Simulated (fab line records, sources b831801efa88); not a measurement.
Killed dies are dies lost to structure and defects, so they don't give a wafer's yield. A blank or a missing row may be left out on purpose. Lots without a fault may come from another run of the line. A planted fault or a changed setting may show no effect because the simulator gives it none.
fab line records | flow gf180mcu
record lots=24 wafers=72 last_day=34
route steps=602 shown MVSD@76 MVPSD@85 PSD@256 V1@353 V5@542
lots that met no fault: from a run of the same line without faults
start_h: hours from the record's first day to the start of the lot's first wafer shown | wait_h: hours since the lot's step before | " the same as in the row above | L1.1+2: a row that stands for several wafers | - no value, or no start given | * or withheld: withheld | < > ~ a bound
route shown NAME@n: a module of which the file shows steps, and the number in the route of the first | usual: mean/standard deviation of fault-free wafers | same: alike in all rows | chamber/n: place in a boat | sites: the reading at each site | _std_site: their standard deviation | _edge_site: outer sites' mean less inner sites' | radius_mm: how far each site lies from the wafer's centre | mask NAME#n: copy n | behind: the tool/chamber that last shaped the wafer | hold: why the lot was held/for how many hours/how that ended | device: the transistor (n, p or np) that didn't switch | end of line: the same wafers' tests at the end of the route | a step without rows: its recipe alone | killed: dies lost to structure and defects at the first sort, not the wafer's yield | map: a wafer's dies, x killed, . not, _ none there
set.NAME: the setting as run; set.NAME@STEP: as run at that earlier step | model.NAME: the simulator's own value behind a step, which no gauge read
steps of the route over a sample of lots; a table a step, a row a wafer
services: from which hour (start_h, from the record's first day; less than 0 if before it) a tool's chamber was out of use, for how many hours, and why
## steps
# step GF_MVSD_STRIP_10
# recipe chemistry=O2/N2 power_w=1400 pressure_mtorr=1500 platen_temp_c=250 o2_flow_sccm=3000 n2_flow_sccm=300 overash_fraction=0.5
# usual drypump_motor_current_A=5.6/0.41 heater_power_w=335/21 oes_product_au=0.722/0.0044 strip_time_to_endpoint_s=36.94/0.12
# columns lot.wafer tool chamber start_h wait_h drypump_motor_current_A heater_power_w oes_product_au rf_hours_counter_h strip_time_to_endpoint_s
L074.2 plasma_asher-01 0 82.47 0.1 5.3 355 0.728 43 37.04
L074.5 " 1 " " 6.3 348 0.723 - 36.95
L074.6 " 0 " " 5.3 346 0.725 - 37.07
L075.2 plasma_asher-03 0 90.60 0.1 5.3 365 0.721 48 37.04
L075.5 " 1 " " 5.4 316 0.720 - 36.98
L075.6 " 0 " " 5.3 344 0.721 - 37.08
L076.1 plasma_asher-03 0 94.95 0.1 5.3 356 0.726 48 37.10
L076.3 " 0 " " 5.3 353 0.718 - 37.06
L076.5 " 1 " " 5.3 320 0.727 - 37.11
L077.1 plasma_asher-03 0 100.62 0.1 5.3 352 0.731 49 37.20
L077.5 " 0 " " 5.3 356 0.721 - 37.06
L077.6 " 1 " " 5.4 320 0.727 - 37.06
L078.1 plasma_asher-03 1 106.17 0.1 5.4 322 0.723 50 36.95
L078.3 " 1 " " 5.4 323 0.726 - 36.95
L078.6 " 0 " " 5.4 353 0.722 - 37.02
L079.1 plasma_asher-01 0 112.07 0.1 5.3 347 0.727 46 36.94
L079.5 " 0 " " 5.3 353 0.716 - 36.90
L079.6 " 1 " " 6.3 354 0.714 - 36.93
L080.2 plasma_asher-01 0 117.87 0.1 5.3 342 0.721 47 37.05
L080.3 " 1 " " 6.3 353 0.720 - 37.11
L080.5 " 0 " " 5.3 348 0.724 - 37.00
L081.1 plasma_asher-03 1 123.52 0.1 5.4 316 0.721 52 37.19
L081.4 " 0 " " 5.3 354 0.721 - 37.16
L081.6 " 0 " " 5.3 360 0.719 - 37.06
L082.1 plasma_asher-02 1 128.72 0.1 5.7 296 0.718 33 36.85
L082.2 " 0 " " 6.2 316 0.728 33 36.90
L082.3 " 1 " " 5.7 294 0.723 - 36.97
L083.3 plasma_asher-01 1 134.74 0.1 6.3 351 0.722 - 37.07
L083.4 " 0 " " 5.3 345 0.723 - 37.01
L083.5 " 0 " " 5.3 351 0.729 - 37.08
L084.3 plasma_asher-01 0 141.29 0.1 5.3 346 0.720 - 37.05
L084.4 " 1 " " 6.3 343 0.721 - 36.83
L084.6 " 1 " " 6.3 344 0.717 - 36.96
L085.2 plasma_asher-01 0 145.93 0.1 5.3 346 0.725 50 36.90
L085.3 " 1 " " 6.3 352 0.723 - 36.94
L085.5 " 1 " " 6.3 357 0.720 - 37.00
L086.1 plasma_asher-01 0 152.82 0.1 5.3 347 0.719 50 36.79
L086.2 " 1 " " 6.3 349 0.724 50 36.75
L086.6 " 0 " " 5.3 346 0.725 - 36.72
L087.1 plasma_asher-03 1 156.98 0.1 5.4 312 0.727 55 36.76
L087.3 " 1 " " 5.3 312 0.720 - 36.84
L087.6 " 1 " " 5.3 313 0.716 - 36.76
L088.2 plasma_asher-02 0 162.77 0.1 6.3 320 0.727 37 36.78
L088.5 " 0 " " 6.3 321 0.717 - 36.86
L088.6 " 1 " " 5.7 299 0.720 - 36.85
L089.4 plasma_asher-03 1 170.31 0.1 5.3 318 0.724 - 36.92
L089.5 " 1 " " 5.4 315 0.720 - 36.90
L089.6 " 0 " " 5.3 360 0.724 - 36.89
L090.2 plasma_asher-03 1 175.63 0.1 5.4 309 0.715 57 36.85
L090.5 " 0 " " 5.3 356 0.721 - 36.88
L090.6 " 1 " " 5.4 309 0.728 - 36.86
L091.3 plasma_asher-01 1 186.51 0.1 6.3 339 0.725 - 36.98
L091.4 " 0 " " 5.3 352 0.718 - 36.95
L091.5 " 0 " " 5.3 348 0.720 - 37.09
L092.2 plasma_asher-02 1 192.63 0.1 5.7 289 0.716 40 36.95
L092.4 " 0 " " 6.2 314 0.726 - 36.87
L092.6 " 1 " " 5.7 295 0.720 - 36.85
L093.3 plasma_asher-03 1 195.70 0.1 5.3 324 0.734 - 36.99
L093.4 " 0 " " 5.3 355 0.720 - 36.94
L093.5 " 1 " " 5.4 317 0.722 - 36.92
L094.3 plasma_asher-03 0 200.89 0.1 5.3 358 0.716 - 36.93
L094.5 " 0 " " 5.3 363 0.721 - 36.90
L094.6 " 1 " " 5.4 301 0.728 - 36.87
L095.3 plasma_asher-02 0 209.53 0.1 6.2 321 0.713 - 36.88
L095.5 " 0 " " 6.3 323 0.730 - 36.89
L095.6 " 1 " " 5.7 300 0.726 - 36.91
L096.1 plasma_asher-03 1 214.82 0.1 5.4 316 0.724 61 36.70
L096.3 " 1 " " 5.4 310 0.726 - 36.69
L096.5 " 1 " " 5.4 310 0.719 - 36.87
L097.1 plasma_asher-03 1 221.28 0.1 5.4 319 0.719 61 36.88
L097.2 " 0 " " 5.3 355 0.730 61 36.93
L097.6 " 0 " " 5.3 356 0.717 - 36.92
# step GF_MVPSD_OVL_MEAS_07
# usual MVPSD_OVL=0.7/1.5
# columns lot.wafer tool chamber start_h wait_h MVPSD_OVL[nm]
L074.2 overlay-02 - 95.78 - -0.7
L074.5 " - " " 0.5
L074.6 " - " " -0.9
L075.2 overlay-02 - 104.77 - -2.3
L075.5 " - " " -0.1
L075.6 " - " " -0.6
L076.1 overlay-01 - 108.68 - 1.3
L076.3 " - " " 0.8
L076.5 " - " " 2.7
L077.1 overlay-01 - 115.12 - 2.3
L077.5 " - " " 2.3
L077.6 " - " " 3.6
L078.1 overlay-02 - 120.82 - 2.3
L078.3 " - " " -0.3
L078.6 " - " " 0.0
L079.1 overlay-02 - 126.83 - 0.1
L079.5 " - " " 1.8
L079.6 " - " " -0.8
L080.2 overlay-01 - 132.44 - -1.8
L080.3 " - " " 0.9
L080.5 " - " " -0.1
L081.1 overlay-02 - 138.48 - -0.8
L081.4 " - " " -1.2
L081.6 " - " " 0.2
L082.1 overlay-01 - 143.83 - 3.6
L082.2 " - " " 2.7
L082.3 " - " " 3.8
L083.3 overlay-02 - 150.49 - -0.6
L083.4 " - " " -0.6
L083.5 " - " " 2.9
L084.3 overlay-02 - 157.54 - -1.1
L084.4 " - " " 0.1
L084.6 " - " " -0.1
L085.2 overlay-01 - 161.74 - -2.2
L085.3 " - " " -1.8
L085.5 " - " " 0.0
L086.1 overlay-02 - 169.08 - 2.3
L086.2 " - " " 2.5
L086.6 " - " " 1.8
L087.1 overlay-02 - 173.28 - 2.5
L087.3 " - " " 1.7
L087.6 " - " " 1.9
L088.2 overlay-01 - 179.33 - -0.5
L088.5 " - " " -2.6
L088.6 " - " " -0.4
L089.4 overlay-02 - 187.45 - -0.2
L089.5 " - " " -0.2
L089.6 " - " " 0.0
L090.2 overlay-01 - 192.83 - 0.9
L090.5 " - " " 0.7
L090.6 " - " " 1.1
L091.3 overlay-02 - 203.39 - 1.6
L091.4 " - " " 2.1
L091.5 " - " " 0.1
L092.2 overlay-02 - 210.77 - 1.0
L092.4 " - " " -0.4
L092.6 " - " " 2.2
L093.3 overlay-01 - 213.14 - 3.0
L093.4 " - " " -0.4
L093.5 " - " " 4.1
L094.3 overlay-02 - 218.84 - 0.4
L094.5 " - " " -1.2
L094.6 " - " " 1.7
L095.3 overlay-02 - 227.19 - -0.4
L095.5 " - " " 3.1
L095.6 " - " " -0.8
L096.1 overlay-02 - 233.13 - -0.8
L096.3 " - " " 0.1
L096.5 " - " " 0.1
L097.1 overlay-01 - 239.57 - 1.7
L097.2 " - " " 1.3
L097.6 " - " " 4.6
# step GF_PSD_OVL_MEAS_08
# usual PSD_OVL=0.1/1.4
# columns lot.wafer tool chamber start_h wait_h PSD_OVL[nm]
L074.2 overlay-01 - 316.56 0.1 0.0
L074.5 " - " " 1.0
L074.6 " - " " 0.8
L075.2 overlay-02 - 329.01 0.1 -0.9
L075.5 " - " " 0.3
L075.6 " - " " 0.8
L076.1 overlay-02 - 336.55 0.1 0.1
L076.3 " - " " -1.6
L076.5 " - " " 0.2
L077.1 overlay-02 - 343.56 0.1 -2.1
L077.5 " - " " -1.5
L077.6 " - " " -1.9
L078.1 overlay-01 - 356.82 0.1 1.5
L078.3 " - " " 0.3
L078.6 " - " " 0.8
L079.1 overlay-02 - 364.51 0.1 -1.5
L079.5 " - " " 0.8
L079.6 " - " " 0.3
L080.2 overlay-02 - 371.86 0.1 -0.7
L080.3 " - " " -1.4
L080.5 " - " " -0.6
L081.1 overlay-02 - 379.40 0.1 1.8
L081.4 " - " " 1.3
L081.6 " - " " 1.7
L082.1 overlay-02 - 389.29 0.1 1.2
L082.2 " - " " -2.0
L082.3 " - " " 1.7
L083.3 overlay-02 - 398.57 0.1 0.4
L083.4 " - " " 2.5
L083.5 " - " " 1.5
L084.3 overlay-01 - 407.83 0.1 0.6
L084.4 " - " " -1.3
L084.6 " - " " -0.4
L085.2 overlay-01 - 412.71 0.1 0.9
L085.3 " - " " 0.7
L085.5 " - " " 0.5
L086.1 overlay-01 - 424.21 0.1 0.4
L086.2 " - " " 1.4
L086.6 " - " " -0.9
L087.1 overlay-02 - 430.24 0.1 -3.3
L087.3 " - " " -3.7
L087.6 " - " " -2.7
L088.2 overlay-02 - 437.31 0.1 -2.2
L088.5 " - " " -1.9
L088.6 " - " " -2.7
L089.4 overlay-01 - 448.46 0.1 0.7
L089.5 " - " " -0.8
L089.6 " - " " 1.4
L090.2 overlay-02 - 460.26 0.1 0.0
L090.5 " - " " -1.2
L090.6 " - " " -0.4
L091.3 overlay-01 - 471.85 0.1 0.2
L091.4 " - " " 2.2
L091.5 " - " " 0.0
L092.2 overlay-01 - 482.75 0.1 -1.0
L092.4 " - " " -0.3
L092.6 " - " " -1.2
L093.3 overlay-01 - 491.65 0.1 1.0
L093.4 " - " " 0.1
L093.5 " - " " 2.8
L094.3 overlay-01 - 492.42 0.1 1.3
L094.5 " - " " 0.3
L094.6 " - " " -0.2
L095.3 overlay-01 - 502.30 0.1 1.9
L095.5 " - " " 2.5
L095.6 " - " " 2.4
L096.1 overlay-01 - 507.40 0.1 0.5
L096.3 " - " " 1.1
L096.5 " - " " -1.3
L097.1 overlay-01 - 521.14 0.1 1.5
L097.2 " - " " 2.5
L097.6 " - " " 3.8
# step GF_PSD_STRIP_10
# recipe chemistry=O2/N2 power_w=1400 pressure_mtorr=1500 platen_temp_c=250 o2_flow_sccm=3000 n2_flow_sccm=300 overash_fraction=0.5
# usual drypump_motor_current_A=5.9/0.44 heater_power_w=335/27 oes_product_au=0.592/0.0046 strip_time_to_endpoint_s=16.53/0.034
# columns lot.wafer tool chamber start_h wait_h drypump_motor_current_A heater_power_w oes_product_au rf_hours_counter_h strip_time_to_endpoint_s
L074.2 plasma_asher-02 0 316.74 0.1 6.3 322 0.590 53 16.51
L074.5 " 1 " " 5.7 295 0.589 - 16.50
L074.6 " 0 " " 6.2 325 0.593 - 16.49
L075.2 plasma_asher-02 1 329.19 0.1 5.7 284 0.599 54 16.52
L075.5 " 0 " " 6.3 323 0.595 - 16.51
L075.6 " 1 " " 5.7 290 0.591 - 16.51
L076.1 plasma_asher-02 1 336.74 0.1 5.7 298 0.597 55 16.52
L076.3 " 1 " " 5.7 295 0.588 - 16.51
L076.5 " 0 " " 6.3 327 0.591 - 16.50
L077.1 plasma_asher-02 1 343.74 0.1 5.8 293 0.596 55 16.55
L077.5 " 0 " " 6.2 322 0.601 - 16.55
L077.6 " 1 " " 5.7 296 0.598 - 16.60
L078.1 plasma_asher-02 1 357.00 0.1 5.7 291 0.586 57 16.52
L078.3 " 0 " " 6.2 319 0.590 - 16.57
L078.6 " 1 " " 5.7 299 0.588 - 16.56
L079.1 plasma_asher-01 0 364.69 0.1 5.3 361 0.591 72 16.54
L079.5 " 0 " " 5.3 346 0.595 - 16.55
L079.6 " 1 " " 6.3 357 0.603 - 16.54
L080.2 plasma_asher-01 1 372.04 0.1 6.3 345 0.590 72 16.52
L080.3 " 1 " " 6.3 357 0.592 - 16.49
L080.5 " 1 " " 6.3 358 0.589 - 16.51
L081.1 plasma_asher-02 1 379.58 0.1 5.7 288 0.587 59 16.52
L081.4 " 1 " " 5.7 295 0.592 - 16.49
L081.6 " 1 " " 5.7 306 0.594 - 16.44
L082.1 plasma_asher-02 0 389.48 0.1 6.3 319 0.588 60 16.49
L082.2 " 1 " " 5.7 298 0.595 60 16.54
L082.3 " 0 " " 6.3 320 0.594 - 16.54
L083.3 plasma_asher-04 0 398.78 0.1 5.6 319 0.587 - 16.52
L083.4 " 1 " " 6.5 378 0.593 - 16.55
L083.5 " 0 " " 5.5 319 0.594 - 16.54
L084.3 plasma_asher-01 1 408.04 0.1 6.3 351 0.602 - 16.54
L084.4 " 0 " " 5.3 349 0.590 - 16.59
L084.6 " 1 " " 6.3 347 0.583 - 16.60
L085.2 plasma_asher-04 0 412.89 0.1 5.6 323 0.587 30 16.53
L085.3 " 0 " " 5.6 317 0.591 - 16.55
L085.5 " 1 " " 6.5 382 0.601 - 16.53
L086.1 plasma_asher-01 1 424.39 0.1 6.3 349 0.596 78 16.52
L086.2 " 0 " " 5.3 347 0.598 78 16.51
L086.6 " 1 " " 6.3 349 0.594 - 16.52
L087.1 plasma_asher-01 1 430.43 0.1 6.3 347 0.596 79 16.57
L087.3 " 0 " " 5.3 345 0.584 - 16.55
L087.6 " 1 " " 6.3 349 0.595 - 16.56
L088.2 plasma_asher-04 1 437.49 0.1 6.5 382 0.590 33 16.56
L088.5 " 0 " " 5.6 328 0.600 - 16.60
L088.6 " 1 " " 6.5 377 0.585 - 16.56
L089.4 plasma_asher-01 1 448.66 0.1 6.3 344 0.592 - 16.59
L089.5 " 0 " " 5.3 352 0.590 - 16.55
L089.6 " 1 " " 6.3 350 0.588 - 16.59
L090.2 plasma_asher-04 0 460.44 0.1 5.6 320 0.593 35 16.51
L090.5 " 0 " " 5.6 310 0.593 - 16.54
L090.6 " 1 " " 6.5 389 0.596 - 16.54
L091.3 plasma_asher-01 1 472.06 0.1 6.3 346 0.589 - 16.44
L091.4 " 0 " " 5.3 348 0.591 - 16.45
L091.5 " 1 " " 6.3 347 0.597 - 16.48
L092.2 plasma_asher-01 0 482.93 0.1 5.3 346 0.590 84 16.56
L092.4 " 1 " " 6.3 353 0.592 - 16.48
L092.6 " 1 " " 6.3 345 0.588 - 16.48
L093.3 plasma_asher-04 0 491.86 0.1 5.6 314 0.593 - 16.54
L093.4 " 1 " " 6.5 383 0.588 - 16.53
L093.5 " 0 " " 5.6 322 0.595 - 16.53
L094.3 plasma_asher-01 0 492.63 0.1 5.3 353 0.599 - 16.54
L094.5 " 0 " " 5.3 346 0.595 - 16.55
L094.6 " 1 " " 6.3 350 0.597 - 16.54
L095.3 plasma_asher-02 1 502.51 0.1 5.7 300 0.584 - 16.55
L095.5 " 1 " " 5.7 302 0.590 - 16.48
L095.6 " 0 " " 6.3 318 0.589 - 16.50
L096.1 plasma_asher-04 0 507.58 0.1 5.6 326 0.589 41 16.53
L096.3 " 1 " " 6.5 383 0.593 - 16.54
L096.5 " 0 " " 5.6 318 0.593 - 16.56
L097.1 plasma_asher-01 1 521.33 0.1 6.3 350 0.592 88 16.52
L097.2 " 0 " " 5.3 349 0.587 88 16.54
L097.6 " 0 " " 5.3 345 0.596 - 16.56
# step GF_V1_STRIP_18
# recipe chemistry=O2/N2 power_w=1400 pressure_mtorr=1500 platen_temp_c=250 o2_flow_sccm=3000 n2_flow_sccm=300 overash_fraction=0.5
# usual drypump_motor_current_A=5.9/0.41 heater_power_w=332/28 oes_product_au=0.592/0.0046
# columns lot.wafer tool chamber start_h wait_h drypump_motor_current_A heater_power_w oes_product_au rf_hours_counter_h
L074.2 plasma_asher-04 1 409.86 - 6.5 386 0.596 30
L074.5 " 0 " " 5.6 312 0.595 -
L074.6 " 1 " " 6.5 385 0.591 -
L075.2 plasma_asher-04 1 426.36 - 6.5 383 0.596 32
L075.5 " 1 " " 6.5 384 0.583 -
L075.6 " 0 " " 5.6 315 0.590 -
L076.1 plasma_asher-04 0 432.61 - 5.6 321 0.594 32
L076.3 " 0 " " 5.6 315 0.591 -
L076.5 " 1 " " 6.5 378 0.595 -
L077.1 plasma_asher-04 1 442.66 - 6.5 386 0.595 34
L077.5 " 1 " " 6.5 389 0.592 -
L077.6 " 0 " " 5.6 319 0.579 -
L078.1 plasma_asher-01 0 456.96 - 5.3 336 0.596 82
L078.3 " 1 " " 6.3 348 0.595 -
L078.6 " 1 " " 6.3 351 0.592 -
L079.1 plasma_asher-04 1 464.76 - 6.5 391 0.592 36
L079.5 " 1 " " 6.5 378 0.594 -
L079.6 " 0 " " 5.6 323 0.592 -
L080.2 plasma_asher-02 1 472.01 - 5.8 304 0.594 69
L080.3 " 1 " " 5.7 293 0.589 -
L080.5 " 0 " " 6.2 316 0.587 -
L081.1 plasma_asher-01 1 482.02 - 6.3 356 0.583 84
L081.4 " 0 " " 5.3 347 0.588 -
L081.6 " 0 " " 5.3 336 0.581 -
L082.1 plasma_asher-01 1 491.57 - 6.3 351 0.595 85
L082.2 " 0 " " 5.3 350 0.592 85
L082.3 " 1 " " 6.3 344 0.595 -
L083.3 plasma_asher-02 0 499.94 - 6.2 319 0.594 -
L083.4 " 1 " " 5.7 294 0.594 -
L083.5 " 0 " " 6.3 325 0.601 -
L084.3 plasma_asher-02 0 511.94 - 6.3 323 0.592 -
L084.4 " 1 " " 5.7 294 0.585 -
L084.6 " 1 " " 5.7 297 0.579 -
L085.2 plasma_asher-01 1 514.55 - 6.3 352 0.597 88
L085.3 " 1 " " 6.3 345 0.600 -
L085.5 " 1 " " 6.3 337 0.595 -
L086.1 plasma_asher-01 0 525.55 - 5.3 346 0.593 89
L086.2 " 1 " " 6.3 346 0.590 89
L086.6 " 0 " " 5.3 350 0.594 -
L087.1 plasma_asher-02 1 531.12 - 5.7 298 0.593 75
L087.3 " 1 " " 5.7 294 0.582 -
L087.6 " 1 " " 5.7 289 0.589 -
L088.2 plasma_asher-01 0 538.21 - 5.3 352 0.596 90
L088.5 " 1 " " 6.3 352 0.588 -
L088.6 " 0 " " 5.3 345 0.591 -
L089.4 plasma_asher-01 0 548.04 - 5.3 347 0.597 -
L089.5 " 1 " " 6.3 355 0.583 -
L089.6 " 0 " " 5.3 356 0.595 -
L090.2 plasma_asher-04 0 559.90 - 5.6 319 0.599 46
L090.5 " 1 " " 6.5 387 0.589 -
L090.6 " 0 " " 5.6 321 0.599 -
L091.3 plasma_asher-01 1 569.85 - 6.3 352 0.597 -
L091.4 " 0 " " 5.3 347 0.590 -
L091.5 " 0 " " 5.3 361 0.589 -
L092.2 plasma_asher-02 1 581.36 - 5.7 288 0.592 80
L092.4 " 0 " " 6.3 324 0.594 -
L092.6 " 1 " " 5.7 294 0.598 -
L093.3 plasma_asher-02 1 587.24 - 5.7 295 0.589 -
L093.4 " 0 " " 6.3 319 0.597 -
L093.5 " 0 " " 6.2 314 0.587 -
L094.3 plasma_asher-02 1 587.59 - 5.7 296 0.593 -
L094.5 " 1 " " 5.7 295 0.591 -
L094.6 " 0 " " 6.2 317 0.586 -
L095.3 plasma_asher-02 0 597.40 - 6.3 319 0.592 -
L095.5 " 0 " " 6.3 314 0.588 -
L095.6 " 1 " " 5.7 296 0.594 -
L096.1 plasma_asher-02 1 602.15 - 5.8 297 0.595 82
L096.3 " 1 " " 5.7 295 0.583 -
L096.5 " 1 " " 5.7 286 0.593 -
L097.1 plasma_asher-02 1 613.37 - 5.7 297 0.588 84
L097.2 " 0 " " 6.2 323 0.599 84
L097.6 " 1 " " 5.7 289 0.586 -
# step GF_V5_CVD_02
# recipe material=SiO2 target_thk_nm=1450 precursor=TEOS temp_c=400 time_s=163.28 rf_w=600
# usual heater_power_w=634/84
# columns lot.wafer tool chamber start_h wait_h heater_power_w
L074.2 pecvd-01 0 606.42 0.0 664
L074.5 " 0 " " 559
L074.6 " 1 " " 637
L075.2 pecvd-04 1 623.75 0.0 528
L075.5 " 2 " " 521
L075.6 " 1 " " 432
L076.1 pecvd-01 0 627.91 0.1 640
L076.3 " 2 " " 666
L076.5 " 0 " " 700
L077.1 pecvd-04 0 635.87 0.1 732
L077.5 " 2 " " 529
L077.6 " 1 " " 528
L078.1 pecvd-01 2 649.26 0.1 771
L078.3 " 1 " " 600
L078.6 " 0 " " 565
L079.1 pecvd-04 0 652.91 0.1 693
L079.5 " 2 " " 517
L079.6 " 0 " " 759
L080.2 pecvd-03 0 659.67 0.0 616
L080.3 " 2 " " 619
L080.5 " 0 " " 712
L081.1 pecvd-01 2 669.21 0.1 669
L081.4 " 0 " " 681
L081.6 " 1 " " 526
L082.1 pecvd-03 0 678.18 0.1 690
L082.2 " 2 " " 628
L082.3 " 1 " " 721
L083.3 pecvd-03 1 680.76 0.0 730
L083.4 " 1 " " 585
L083.5 " 2 " " 713
L084.3 pecvd-03 0 692.97 0.0 711
L084.4 " 2 " " 698
L084.6 " 0 " " 563
L085.2 pecvd-04 1 695.62 0.0 491
L085.3 " 0 " " 770
L085.5 " 1 " " 527
L086.1 pecvd-03 1 703.87 0.1 743
L086.2 " 2 " " 586
L086.6 " 2 " " 665
L087.1 pecvd-03 2 709.01 0.1 626
L087.3 " 1 " " 707
L087.6 " 2 " " 693
L088.2 pecvd-01 2 715.43 0.0 720
L088.5 " 1 " " 637
L088.6 " 0 " " 704
L089.4 pecvd-04 1 721.57 0.1 431
L089.5 " 2 " " 518
L089.6 " 0 " " 784
L090.2 pecvd-04 0 733.20 0.0 690
L090.5 " 2 " " 655
L090.6 " 0 " " 755
L091.3 pecvd-01 0 739.46 0.0 589
L091.4 " 2 " " 646
L091.5 " 1 " " 527
L092.2 pecvd-03 2 749.92 0.0 700
L092.4 " 2 " " 569
L092.6 " 1 " " 594
L093.3 pecvd-04 1 754.29 0.0 549
L093.4 " 0 " " 732
L093.5 " 2 " " 523
L094.3 pecvd-03 2 758.38 0.0 639
L094.5 " 0 " " 569
L094.6 " 2 " " 685
L095.3 pecvd-04 1 763.02 0.0 544
L095.5 " 2 " " 677
L095.6 " 0 " " 607
L096.1 pecvd-01 0 764.36 0.1 653
L096.3 " 1 " " 584
L096.5 " 2 " " 642
L097.1 pecvd-04 0 774.03 0.1 728
L097.2 " 1 " " 428
L097.6 " 1 " " 528
## services
# columns tool chamber start_h hours kind
plasma_asher-01 - 64.75 2.8 pm
plasma_asher-03 - 71.71 2.8 pm
pecvd-04 - 79.98 2.8 pm
pecvd-04 2 102.68 22.7 repair
plasma_asher-01 - 102.89 5.2 repair
pecvd-04 - 108.19 0.8 repair
plasma_asher-04 - 108.75 9.0 pm
plasma_asher-03 - 132.79 2.2 repair
plasma_asher-01 - 144.92 1.0 repair
plasma_asher-03 - 152.06 4.7 repair
plasma_asher-01 - 179.83 1.8 repair
plasma_asher-02 - 190.02 1.9 repair
pecvd-04 1 192.97 8.1 repair
pecvd-04 2 327.83 6.7 repair
plasma_asher-04 - 379.00 4.1 repair
plasma_asher-03 - 421.25 9.0 pm
plasma_asher-01 - 585.90 3.0 repair
plasma_asher-04 - 625.31 2.8 pm
plasma_asher-01 - 654.87 1.6 repair
plasma_asher-03 - 683.92 2.4 repair
plasma_asher-03 - 686.02 1.1 repair
plasma_asher-04 - 733.04 3.6 repair
plasma_asher-01 - 733.75 9.0 pm
plasma_asher-04 - 758.91 0.8 repair
## key
fault none
